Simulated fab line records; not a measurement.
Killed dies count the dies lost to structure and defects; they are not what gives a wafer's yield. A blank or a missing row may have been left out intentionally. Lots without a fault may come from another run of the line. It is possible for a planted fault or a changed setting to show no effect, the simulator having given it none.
Code-filled problem report in 8D (eight disciplines) form    flow gf180mcu    the parts of the form that need people (team, actions taken, sign-off) are left out

## 1. WHAT WENT WRONG
Mean of cdNm at GF_NSD_CD_MEAS_07: 265.9 nm across 3 wafers in 2 lots; on wafers with no fault it is 400.0 nm (standard deviation 2.6). Measured from the usual mean, that is -52 standard deviations.
The step: target cd 400 nm.
Earliest sighting: wafer L678.1 on cdSem-01 at day 16 18:08. The record holds 39 wafers of 13 lots with a number at this step. By rule, "out" or "out of limits" means more than 4 standard deviations away from the usual mean. The rest of the wafers with a number are treated as sound.

## 2. WHAT IT IS, AND WHAT IT ISN'T
question                     is                      is not
which readings at this step  cdNm                    -
which lots                   L678, L680              L669, L670, L673, L675, L676, L677, L679, L686, L688, L689, L691
which wafers of those lots   L678.1, L680.1, L680.3  L678.2, L678.4, L680.6
read on which gauges         cdSem-01, cdSem-02      -
when                         from day 16 18:08       up to then (20 sound wafers); but 16 sound wafers of L679, L680, L686, L688, L689, L691 came after

## 3. WHAT RULES OUT EACH SUSPECT
Counting: a tool at a process step up to the reading stays a suspect if it ran every lot that is out. Sound lots after the first of them don't rule it out here, since some wafers of a struck lot are sound.
- the gauge at GF_NSD_CD_MEAS_07 is ruled out. The wafers that are out were read on 2 gauges (cdSem-01, cdSem-02).
- lithoTrack-02 at GF_NSD_DEVELOP_06 (develop time 60 s): kept. It ran every lot that is out, first L678 (day 16 17:59); its last sound lot up to then is L677 (day 16 04:19).
Remaining after the count: lithoTrack-02 at GF_NSD_DEVELOP_06.

## 4. THE CAUSE (what the simulator had put in)
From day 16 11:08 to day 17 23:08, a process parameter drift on lithoTrack-02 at GF_NSD_DEVELOP_06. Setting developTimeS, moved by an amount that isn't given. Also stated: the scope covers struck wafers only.
Counting left only this tool.

## 5. THE EFFECT CHAIN, in route order
Rows list readings where the struck wafers' mean (over those with a number) sits beyond 3 standard deviations from the usual. Only readings whose record carries a usual standard deviation are examined. hours: median over the lots of the time between each lot's start at the first step of this table that gives one and its start at this step. sigmas: the change, counted in usual standard deviations.
hours  step               reading  usual     on struck wafers  change  sigmas
0      GF_NSD_CD_MEAS_07  cdNm     400.0 nm  265.9             -134.1  -52

## 6. HOW IT WOULD HAVE BEEN CAUGHT EARLIER
In this record the first reading out of limits at a measuring or inspecting step was taken at day 16 18:08, 7 hours after the fault began at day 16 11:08.
Tool readings at GF_NSD_DEVELOP_06 with a usual standard deviation given in the record: none out on any struck wafer, hence no alarm at a limit of 4 standard deviations on them.
Of the lots that are out (2), L680 began GF_NSD_DEVELOP_06 on lithoTrack-02 after day 16 18:08. Putting the tool on hold at that point would have spared it.
